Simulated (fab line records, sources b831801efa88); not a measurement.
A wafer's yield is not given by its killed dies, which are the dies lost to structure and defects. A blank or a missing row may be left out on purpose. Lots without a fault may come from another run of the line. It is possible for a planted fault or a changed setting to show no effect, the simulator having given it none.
fab line records	flow gf180mcu	part 1 of 2: steps 1 to 32 of 43
[record] lots = 5	wafers = 15	last_day = 32
route steps=602 shown NSD@247 PSD@248 SAB@264 SALICIDE@278 CONTACT@287
lots untouched by any fault: they come from a run of this same line in which no faults occurred
start_h: start of the lot's first displayed wafer, in hours after the record's first day	wait_h: hours elapsed since this lot's preceding step	" unchanged from the row above	L1.1+2: several wafers, shown together as one row	- either no value or no given start	* or withheld: withheld	< > ~ a bound
route shown NAME@n: names a module that has steps shown in the file, with the first one's number in the route	usual: mean/standard deviation taken from wafers without a fault	same: alike in all rows	chamber/n: place in a boat	sites: each site's reading	_std_site: standard deviation of those values	_edge_site: the outer-site mean with the inner-site mean subtracted	radius_mm: for every site, how far away it sits from the centre of the wafer	mask NAME#n: copy n	behind: tool/chamber where the wafer was last shaped	hold: the reason the lot was held/the length of the hold in hours/how it ended	device: the transistor (n, p or np) that didn't switch	end of line: at the end of the route, the tests of the same wafers	where a step has no rows: the recipe by itself	killed: at the first sort, the dies lost to defects and structure; wafer yield is something else	map: the dies of a wafer, with x for killed, . for not killed, _ for no die there
set.NAME: setting as actually run; set.NAME@STEP: the setting as run at that earlier step	model.NAME: the simulator's own value behind a step, which no gauge read
certain route steps with their lots: each step a table, each wafer a row
services: the hour from which a tool's chamber was out of use, counted from the record's first day as start_h (under 0 if before that day), plus the number of hours and why
[[steps]]
[step GF_NSD_TW_MEAS_12]
[usual] NSD_TW = 4231/29
lot.wafer	tool	chamber	start_h	wait_h	NSD_TW
L077.2	film_metro-01	-	326.26	0.1	4290
L077.3	"	-	"	"	4283
L077.6	"	-	"	"	4278
L078.2	film_metro-01	-	327.08	0.1	4267
L078.5	"	-	"	"	4277
L078.6	"	-	"	"	4239
L086.2	film_metro-01	-	398.78	0.1	4287
L086.3	"	-	"	"	4274
L086.5	"	-	"	"	4265
L087.1	film_metro-03	-	406.60	0.1	4237
L087.2	"	-	"	"	4193
L087.5	"	-	"	"	4213
L090.2	film_metro-02	-	424.36	0.1	4215
L090.3	"	-	"	"	4209
L090.6	"	-	"	"	4231
[step GF_PSD_DEHYDRATE_00]
[recipe] temp_c = 200	time_s = 60
lot.wafer	tool	chamber	start_h	wait_h
L077.2+3+6	litho_track-04	0	336.39	10.1
L078.2+5+6	litho_track-02	0	336.86	9.8
L086.2+3+5	litho_track-01	0	409.93	11.1
L087.1+2+5	litho_track-01	0	417.95	11.3
L090.2+3+6	litho_track-04	0	435.89	11.5
[step GF_PSD_HMDS_01]
[recipe] prime_time_s = 60	prime_temp_c = 120
lot.wafer	tool	chamber	start_h	wait_h
L077.2+3+6	litho_track-04	0	336.54	0.1
L078.2+5+6	litho_track-02	0	337.01	0.1
L086.2+3+5	litho_track-01	0	410.08	0.1
L087.1+2+5	litho_track-01	0	418.10	0.1
L090.2+3+6	litho_track-04	0	436.04	0.1
[step GF_PSD_COAT_02]
[recipe] resist = NOVOLAK	spin_rpm = 3000	resist_thk_nm = 1000
[usual] spin_speed_rpm = 3000.0/1.8
lot.wafer	tool	chamber	start_h	wait_h	spin_speed_rpm
L077.2	litho_track-04	0	336.69	0.1	2995.4
L077.3	"	0	"	"	3000.7
L077.6	"	0	"	"	2998.2
L078.2	litho_track-02	0	337.16	0.1	3002.2
L078.5	"	0	"	"	2998.4
L078.6	"	0	"	"	2996.9
L086.2	litho_track-01	0	410.23	0.1	3002.1
L086.3	"	0	"	"	2999.5
L086.5	"	0	"	"	3000.0
L087.1	litho_track-01	0	418.25	0.1	2998.4
L087.2	"	0	"	"	3001.0
L087.5	"	0	"	"	2999.6
L090.2	litho_track-04	0	436.19	0.1	3002.4
L090.3	"	0	"	"	3000.1
L090.6	"	0	"	"	2999.5
[step GF_PSD_SOFTBAKE_03]
[recipe] temp_c = 90	time_s = 60	resist = NOVOLAK
lot.wafer	tool	chamber	start_h	wait_h
L077.2+3+6	litho_track-04	0	336.84	0.1
L078.2+5+6	litho_track-02	0	337.31	0.1
L086.2+3+5	litho_track-01	0	410.38	0.1
L087.1+2+5	litho_track-01	0	418.40	0.1
L090.2+3+6	litho_track-04	0	436.34	0.1
[step GF_PSD_EXPOSE_04]
[recipe] mask_id = Pplus	target_cd_nm = 400	na = 0.6	source_shape = conventional	sigma_outer = 0.6	dose_mj = 140
[same] sigma_outer = 0.6
lot.wafer	tool	chamber	start_h	wait_h	mask
L077.2+3+6	iline_stepper-02	0	-	-	Pplus#0
L078.2+5+6	iline_stepper-02	0	-	-	Pplus#0
L086.2+3+5	iline_stepper-01	0	-	-	Pplus#0
L087.1+2+5	iline_stepper-02	0	-	-	Pplus#0
L090.2+3+6	iline_stepper-01	0	-	-	Pplus#0
[step GF_PSD_PEB_05]
[recipe] temp_c = withheld	time_s = *	resist = NOVOLAK
lot.wafer	tool	chamber	start_h	wait_h
L077.2+3+6	litho_track-01	0	-	-
L078.2+5+6	litho_track-04	0	-	-
L086.2+3+5	litho_track-01	0	-	-
L087.1+2+5	litho_track-02	0	-	-
L090.2+3+6	litho_track-02	0	-	-
[step GF_PSD_DEVELOP_06]
[recipe] develop_time_s = 60	dev_temp_c = 23
lot.wafer	tool	chamber	start_h	wait_h
L077.2+3+6	litho_track-01	0	346.98	0.1
L078.2+5+6	litho_track-04	0	347.09	0.1
L086.2+3+5	litho_track-01	0	421.88	0.1
L087.1+2+5	litho_track-02	0	430.09	0.1
L090.2+3+6	litho_track-02	0	448.36	0.1
[step GF_PSD_CD_MEAS_07]
[recipe] target_cd_nm = 400
[usual] cd_nm = 400.1/2
lot.wafer	tool	chamber	start_h	wait_h	cd_nm
L077.2	cd_sem-02	-	347.12	0.1	398.5
L077.3	"	-	"	"	399.0
L077.6	"	-	"	"	399.7
L078.2	cd_sem-01	-	347.24	0.1	400.1
L078.5	"	-	"	"	399.4
L078.6	"	-	"	"	399.2
L086.2	cd_sem-02	-	422.02	0.1	401.6
L086.3	"	-	"	"	399.1
L086.5	"	-	"	"	397.7
L087.1	cd_sem-01	-	430.24	0.1	399.4
L087.2	"	-	"	"	400.2
L087.5	"	-	"	"	399.7
L090.2	cd_sem-02	-	448.51	0.1	399.8
L090.3	"	-	"	"	401.1
L090.6	"	-	"	"	400.4
[step GF_PSD_OVL_MEAS_08]
[usual] PSD_OVL = 0.2/1.3
lot.wafer	tool	chamber	start_h	wait_h	PSD_OVL[nm]
L077.2	overlay-01	-	347.23	0.1	0.5
L077.3	"	-	"	"	-0.2
L077.6	"	-	"	"	-0.2
L078.2	overlay-02	-	347.34	0.1	-1.1
L078.5	"	-	"	"	-0.3
L078.6	"	-	"	"	-0.5
L086.2	overlay-01	-	422.13	0.1	0.4
L086.3	"	-	"	"	2.7
L086.5	"	-	"	"	0.2
L087.1	overlay-01	-	430.36	0.1	0.3
L087.2	"	-	"	"	-1.0
L087.5	"	-	"	"	0.7
L090.2	overlay-02	-	448.61	0.1	1.1
L090.3	"	-	"	"	-0.5
L090.6	"	-	"	"	-0.5
[step GF_PSD_IMPLANT_09]
[recipe] species = BF2	energy_kev = 40	dose_cm2 = 1.5e+15	tilt_deg = 7
[usual] end_station_pressure_torr = 1.17e-05/5.6e-07	faraday_current_uA = 8260/160
lot.wafer	tool	chamber	start_h	wait_h	end_station_pressure_torr	faraday_current_uA
L077.2	implanter-03	0	347.29	0.0	1.1e-05	8443
L077.3	"	0	"	"	1.11e-05	8545
L077.6	"	0	"	"	1.28e-05	8335
L078.2	implanter-01	0	347.40	0.0	1.23e-05	8453
L078.5	"	0	"	"	1.24e-05	8336
L078.6	"	0	"	"	1.16e-05	8131
L086.2	implanter-04	0	422.18	0.0	1.11e-05	8396
L086.3	"	0	"	"	1.18e-05	8222
L086.5	"	0	"	"	1.16e-05	7931
L087.1	implanter-01	0	430.39	0.0	1.22e-05	8182
L087.2	"	0	"	"	1.13e-05	8249
L087.5	"	0	"	"	1.12e-05	7937
L090.2	implanter-04	0	448.67	0.0	1.15e-05	8083
L090.3	"	0	"	"	1.24e-05	8204
L090.6	"	0	"	"	1.15e-05	8173
[step GF_PSD_STRIP_10]
[recipe] chemistry = O2/N2	power_w = 1400	pressure_mtorr = 1500	platen_temp_c = 250	o2_flow_sccm = 3000	n2_flow_sccm = 300	overash_fraction = 0.5
[usual] drypump_motor_current_A = 5.7/0.45	heater_power_w = 332/34	oes_product_au = 0.592/0.0049	strip_time_to_endpoint_s = 16.51/0.045
lot.wafer	tool	chamber	start_h	wait_h	drypump_motor_current_A	heater_power_w	oes_product_au	rf_hours_counter_h	strip_time_to_endpoint_s
L077.2	plasma_asher-03	0	347.41	0.1	6.5	397	0.593	66	16.57
L077.3	"	1	"	"	5.4	318	0.584	-	16.56
L077.6	"	1	"	"	5.4	322	0.596	-	16.53
L078.2	plasma_asher-04	1	347.52	0.1	5.3	281	0.590	25	16.48
L078.5	"	0	"	"	5.3	288	0.581	-	16.54
L078.6	"	1	"	"	5.3	285	0.593	-	16.51
L086.2	plasma_asher-04	0	422.31	0.1	5.4	287	0.602	33	16.45
L086.3	"	1	"	"	5.3	286	0.591	-	16.42
L086.5	"	0	"	"	5.4	286	0.593	-	16.46
L087.1	plasma_asher-04	1	430.54	0.1	5.3	288	0.588	34	16.50
L087.2	"	0	"	"	5.4	283	0.594	34	16.47
L087.5	"	0	"	"	5.4	280	0.589	-	16.52
L090.2	plasma_asher-04	0	448.79	0.1	5.4	283	0.599	36	16.55
L090.3	"	1	"	"	5.3	291	0.585	-	16.54
L090.6	"	0	"	"	5.4	284	0.589	-	16.56
[step GF_PSD_TW_MEAS_11]
[usual] PSD_TW = 3169/26
lot.wafer	tool	chamber	start_h	wait_h	PSD_TW
L077.2	film_metro-01	-	347.52	0.1	3213
L077.3	"	-	"	"	3204
L077.6	"	-	"	"	3195
L078.2	film_metro-03	-	347.63	0.1	3147
L078.5	"	-	"	"	3154
L078.6	"	-	"	"	3164
L086.2	film_metro-03	-	422.42	0.1	3163
L086.3	"	-	"	"	3169
L086.5	"	-	"	"	3167
L087.1	film_metro-03	-	430.64	0.1	3178
L087.2	"	-	"	"	3172
L087.5	"	-	"	"	3176
L090.2	film_metro-02	-	448.90	0.1	3153
L090.3	"	-	"	"	3122
L090.6	"	-	"	"	3173
[step GF_PSD_CLEAN_12]
[recipe] chemistry = SC1/SC2	mix = 1:4:20	temp_c = 70	time_s = 150	dry = n2_spin
lot.wafer	tool	chamber	start_h	wait_h
L077.2+3+6	wet_bench-03	2	347.57	0.0
L078.2+5+6	wet_bench-02	1	347.68	0.0
L086.2+3+5	wet_bench-02	3	422.47	0.0
L087.1+2+5	wet_bench-02	0	430.70	0.1
L090.2+3+6	wet_bench-02	3	448.95	0.0
[step GF_PSD_RTA_13]
[recipe] temp_c = 1025	time_s = 20	ambient = N2
[usual] lamp_power_pct = 41/3.3	wafer_temp_C_max = 1029.7/1.3
lot.wafer	tool	chamber	start_h	wait_h	lamp_power_pct	wafer_temp_C_max
L077.2	rtp_anneal-01	0	347.64	0.0	45	1027.7
L077.3	"	0	"	"	45	1029.4
L077.6	"	0	"	"	45	1029.8
L078.2	rtp_anneal-01	0	347.75	0.0	45	1029.2
L078.5	"	0	"	"	45	1028.6
L078.6	"	0	"	"	45	1029.0
L086.2	rtp_anneal-02	0	422.53	0.0	38	1031.1
L086.3	"	0	"	"	38	1031.0
L086.5	"	0	"	"	38	1029.9
L087.1	rtp_anneal-02	0	430.75	0.0	38	1031.4
L087.2	"	0	"	"	38	1030.3
L087.5	"	0	"	"	38	1029.5
L090.2	rtp_anneal-02	0	449.02	0.0	38	1031.1
L090.3	"	0	"	"	38	1031.1
L090.6	"	0	"	"	38	1029.1
[step GF_PSD_RS_MEAS_14]
[recipe] thk_meas_gauge = four-point-probe
[usual] NSD_RS = 46.16/0.098
lot.wafer	tool	chamber	start_h	wait_h	NSD_RS[ohm/sq]
L077.2	film_metro-02	-	347.73	0.1	46.13
L077.3	"	-	"	"	46.12
L077.6	"	-	"	"	46.07
L078.2	film_metro-01	-	347.95	0.2	46.25
L078.5	"	-	"	"	46.27
L078.6	"	-	"	"	46.19
L086.2	film_metro-02	-	422.62	0.1	46.13
L086.3	"	-	"	"	46.18
L086.5	"	-	"	"	46.14
L087.1	film_metro-01	-	430.84	0.1	46.31
L087.2	"	-	"	"	46.28
L087.5	"	-	"	"	46.34
L090.2	film_metro-01	-	449.11	0.1	46.29
L090.3	"	-	"	"	46.19
L090.6	"	-	"	"	46.22
[step GF_PSD_RS_MEAS_15]
[recipe] thk_meas_gauge = four-point-probe
[usual] PSD_RS = 108.6/0.3
lot.wafer	tool	chamber	start_h	wait_h	PSD_RS[ohm/sq]
L077.2	film_metro-02	-	347.85	0.1	108.1
L077.3	"	-	"	"	107.8
L077.6	"	-	"	"	108.3
L078.2	film_metro-01	-	348.07	0.1	108.6
L078.5	"	-	"	"	108.6
L078.6	"	-	"	"	108.5
L086.2	film_metro-02	-	422.74	0.1	108.9
L086.3	"	-	"	"	109.2
L086.5	"	-	"	"	108.8
L087.1	film_metro-01	-	430.96	0.1	109.0
L087.2	"	-	"	"	108.8
L087.5	"	-	"	"	108.4
L090.2	film_metro-01	-	449.23	0.1	108.6
L090.3	"	-	"	"	108.7
L090.6	"	-	"	"	109.0
[step GF_SAB_CVD_00]
[recipe] material = SiO2	target_thk_nm = 50	precursor = TEOS	temp_c = 400	time_s = 4.9302	rf_w = 600
[usual] heater_power_w = 649/69
lot.wafer	tool	chamber	start_h	wait_h	heater_power_w
L077.2	pecvd-04	0	347.95	0.1	659
L077.3	"	1	"	"	626
L077.6	"	1	"	"	649
L078.2	pecvd-01	0	348.17	0.1	675
L078.5	"	2	"	"	630
L078.6	"	0	"	"	669
L086.2	pecvd-01	0	422.84	0.1	640
L086.3	"	2	"	"	612
L086.5	"	1	"	"	787
L087.1	pecvd-02	1	431.08	0.1	662
L087.2	"	0	"	"	584
L087.5	"	1	"	"	669
L090.2	pecvd-01	1	449.33	0.1	746
L090.3	"	2	"	"	664
L090.6	"	2	"	"	652
[step GF_SAB_THK_MEAS_01]
[recipe] reads = SiO2_of_SAB_CVD_00
[usual] SAB_CVD_00_THK = 50.0/0.55
lot.wafer	tool	chamber	start_h	wait_h	SAB_CVD_00_THK[nm]
L077.2	film_metro-04	-	347.98	0.0	49.5
L077.3	"	-	"	"	49.8
L077.6	"	-	"	"	50.1
L078.2	film_metro-04	-	348.21	0.0	49.0
L078.5	"	-	"	"	50.0
L078.6	"	-	"	"	49.8
L086.2	film_metro-01	-	422.87	0.0	49.8
L086.3	"	-	"	"	49.1
L086.5	"	-	"	"	49.9
L087.1	film_metro-04	-	431.09	0.0	49.5
L087.2	"	-	"	"	49.4
L087.5	"	-	"	"	50.8
L090.2	film_metro-02	-	449.35	0.0	49.3
L090.3	"	-	"	"	49.5
L090.6	"	-	"	"	49.6
[step GF_SAB_DEHYDRATE_02]
[recipe] temp_c = 200	time_s = 60
lot.wafer	tool	chamber	start_h	wait_h
L077.2+3+6	litho_track-04	0	358.54	10.6
L078.2+5+6	litho_track-01	0	358.78	10.6
L086.2+3+5	litho_track-01	0	434.58	11.7
L087.1+2+5	litho_track-04	0	442.66	11.6
L090.2+3+6	litho_track-01	0	460.88	11.5
[step GF_SAB_HMDS_03]
[recipe] prime_time_s = 60	prime_temp_c = 120
lot.wafer	tool	chamber	start_h	wait_h
L077.2+3+6	litho_track-04	0	358.69	0.1
L078.2+5+6	litho_track-01	0	358.93	0.1
L086.2+3+5	litho_track-01	0	434.73	0.1
L087.1+2+5	litho_track-04	0	442.81	0.1
L090.2+3+6	litho_track-01	0	461.03	0.1
[step GF_SAB_COAT_04]
[recipe] resist = NOVOLAK	spin_rpm = 3000	resist_thk_nm = 1000
[usual] spin_speed_rpm = 3000.2/2.2
lot.wafer	tool	chamber	start_h	wait_h	spin_speed_rpm
L077.2	litho_track-04	0	358.84	0.1	2998.9
L077.3	"	0	"	"	2999.5
L077.6	"	0	"	"	3000.6
L078.2	litho_track-01	0	359.08	0.1	2997.8
L078.5	"	0	"	"	3000.3
L078.6	"	0	"	"	2997.1
L086.2	litho_track-01	0	434.88	0.1	3002.8
L086.3	"	0	"	"	3000.5
L086.5	"	0	"	"	2998.4
L087.1	litho_track-04	0	442.96	0.1	3000.8
L087.2	"	0	"	"	2998.8
L087.5	"	0	"	"	2998.2
L090.2	litho_track-01	0	461.18	0.1	2999.3
L090.3	"	0	"	"	3004.0
L090.6	"	0	"	"	3001.3
[step GF_SAB_SOFTBAKE_05]
[recipe] temp_c = 90	time_s = 60	resist = NOVOLAK
lot.wafer	tool	chamber	start_h	wait_h
L077.2+3+6	litho_track-04	0	358.99	0.1
L078.2+5+6	litho_track-01	0	359.23	0.1
L086.2+3+5	litho_track-01	0	435.03	0.1
L087.1+2+5	litho_track-04	0	443.11	0.1
L090.2+3+6	litho_track-01	0	461.33	0.1
[step GF_SAB_EXPOSE_06]
[recipe] mask_id = SAB	target_cd_nm = 420	na = 0.6	source_shape = conventional	sigma_outer = 0.6	dose_mj = 140
[same] sigma_outer = 0.6
lot.wafer	tool	chamber	start_h	wait_h	mask
L077.2+3+6	iline_stepper-02	0	-	-	SAB#0
L078.2+5+6	iline_stepper-01	0	-	-	SAB#0
L086.2+3+5	iline_stepper-02	0	-	-	SAB#0
L087.1+2+5	iline_stepper-02	0	-	-	SAB#0
L090.2+3+6	iline_stepper-02	0	-	-	SAB#0
[step GF_SAB_PEB_07]
[recipe] temp_c = withheld	time_s = *	resist = NOVOLAK
lot.wafer	tool	chamber	start_h	wait_h
L077.2+3+6	litho_track-04	0	-	-
L078.2+5+6	litho_track-01	0	-	-
L086.2+3+5	litho_track-04	0	-	-
L087.1+2+5	litho_track-01	0	-	-
L090.2+3+6	litho_track-03	0	-	-
[step GF_SAB_DEVELOP_08]
[recipe] develop_time_s = 60	dev_temp_c = 23
lot.wafer	tool	chamber	start_h	wait_h
L077.2+3+6	litho_track-04	0	369.29	0.1
L078.2+5+6	litho_track-01	0	369.73	0.1
L086.2+3+5	litho_track-04	0	447.29	0.1
L087.1+2+5	litho_track-01	0	455.40	0.1
L090.2+3+6	litho_track-03	0	473.07	0.1
[step GF_SAB_CD_MEAS_09]
[recipe] target_cd_nm = 420
[usual] cd_nm = 420.3/2.8
lot.wafer	tool	chamber	start_h	wait_h	cd_nm
L077.2	cd_sem-01	-	369.44	0.1	422.7
L077.3	"	-	"	"	423.3
L077.6	"	-	"	"	421.6
L078.2	cd_sem-02	-	369.87	0.1	418.2
L078.5	"	-	"	"	418.3
L078.6	"	-	"	"	419.4
L086.2	cd_sem-02	-	447.43	0.1	417.9
L086.3	"	-	"	"	420.8
L086.5	"	-	"	"	422.2
L087.1	cd_sem-02	-	455.55	0.1	421.7
L087.2	"	-	"	"	419.4
L087.5	"	-	"	"	421.2
L090.2	cd_sem-02	-	473.21	0.1	418.0
L090.3	"	-	"	"	415.8
L090.6	"	-	"	"	417.7
[step GF_SAB_OVL_MEAS_10]
[usual] SAB_OVL = 0.9/1.1
lot.wafer	tool	chamber	start_h	wait_h	SAB_OVL[nm]
L077.2	overlay-01	-	369.54	0.1	2.5
L077.3	"	-	"	"	2.1
L077.6	"	-	"	"	1.7
L078.2	overlay-01	-	369.98	0.1	0.6
L078.5	"	-	"	"	1.8
L078.6	"	-	"	"	3.6
L086.2	overlay-02	-	447.54	0.1	1.0
L086.3	"	-	"	"	0.6
L086.5	"	-	"	"	-0.1
L087.1	overlay-02	-	455.67	0.1	1.5
L087.2	"	-	"	"	1.7
L087.5	"	-	"	"	1.5
L090.2	overlay-02	-	473.32	0.1	2.3
L090.3	"	-	"	"	0.1
L090.6	"	-	"	"	-0.2
[step GF_SAB_ETCH_11]
[recipe] chemistry = C4F8/O2/Ar	mask_material = NOVOLAK	target = SiO2	target_depth_nm = 55	source_w = 1500	bias_w = 1200	pressure_mtorr = 40	c4f8_flow_sccm = withheld	O2_flow_sccm = 6	Ar_flow_sccm = 300	time_s = 8.5
[usual] oes_product_au = 1.001/0.01
lot.wafer	tool	chamber	start_h	wait_h	oes_product_au	rf_hours_counter_h
L077.2	rie_diel-03	0	369.57	0.0	1.018	43
L077.3	"	2	"	"	0.989	79
L077.6	"	0	"	"	1.014	-
L078.2	rie_diel-02	3	370.01	0.0	1.009	51
L078.5	"	3	"	"	1.003	-
L078.6	"	0	"	"	1.009	-
L086.2	rie_diel-04	1	447.57	0.0	0.986	74
L086.3	"	3	"	"	0.995	103
L086.5	"	0	"	"	1.012	-
L087.1	rie_diel-03	1	455.71	0.0	1.005	9
L087.2	"	3	"	"	0.994	0
L087.5	"	2	"	"	0.985	-
L090.2	rie_diel-02	3	473.35	0.0	1.008	54
L090.3	"	2	"	"	0.986	10
L090.6	"	3	"	"	0.996	-
[step GF_SAB_WET_ETCH_12]
[recipe] chemistry = dHF	target_depth_nm = 22	dry = n2_spin	target = SiO2	temp_c = 25	dilution = 100:1	time_s = 440
lot.wafer	tool	chamber	start_h	wait_h
L077.2+3+6	wet_bench-01	0	369.59	0.0
L078.2+5+6	wet_bench-02	2	370.03	0.0
L086.2+3+5	wet_bench-02	0	447.59	0.0
L087.1+2+5	wet_bench-04	0	455.73	0.0
L090.2+3+6	wet_bench-04	0	473.37	0.0
[step GF_SAB_STRIP_13]
[recipe] chemistry = O2/N2	power_w = 1400	pressure_mtorr = 1500	platen_temp_c = 250	o2_flow_sccm = 3000	n2_flow_sccm = 300	overash_fraction = 0.5
[usual] drypump_motor_current_A = 5.7/0.45	heater_power_w = 349/26	oes_product_au = 0.710/0.0048	strip_time_to_endpoint_s = 12.60/0.036
lot.wafer	tool	chamber	start_h	wait_h	drypump_motor_current_A	heater_power_w	oes_product_au	rf_hours_counter_h	strip_time_to_endpoint_s
L077.2	plasma_asher-01	1	369.72	0.0	5.4	330	0.715	59	12.62
L077.3	"	1	"	"	5.4	338	0.707	-	12.63
L077.6	"	1	"	"	5.4	332	0.700	-	12.63
L078.2	plasma_asher-03	1	370.16	0.0	5.4	321	0.709	69	12.63
L078.5	"	0	"	"	6.5	377	0.706	-	12.59
L078.6	"	1	"	"	5.4	321	0.713	-	12.62
L086.2	plasma_asher-03	0	447.72	0.0	6.5	388	0.705	76	12.59
L086.3	"	0	"	"	6.5	384	0.714	-	12.58
L086.5	"	0	"	"	6.5	382	0.706	-	12.53
L087.1	plasma_asher-01	1	455.86	0.0	5.4	322	0.714	68	12.64
L087.2	"	0	"	"	5.6	352	0.718	68	12.65
L087.5	"	0	"	"	5.5	348	0.703	-	12.67
L090.2	plasma_asher-01	1	473.50	0.0	5.4	335	0.702	69	12.59
L090.3	"	0	"	"	5.5	349	0.705	-	12.63
L090.6	"	0	"	"	5.5	352	0.712	-	12.58
[step GF_SALICIDE_CLEAN_00]
[recipe] chemistry = SC1/SC2	mix = 1:4:20	temp_c = 70	time_s = 150
lot.wafer	tool	chamber	start_h	wait_h
L077.2+3+6	wet_bench-01	0	369.82	0.1
L078.2+5+6	wet_bench-03	1	370.26	0.1
L086.2+3+5	wet_bench-03	1	447.82	0.1
L087.1+2+5	wet_bench-01	0	455.96	0.1
L090.2+3+6	wet_bench-03	0	473.60	0.1
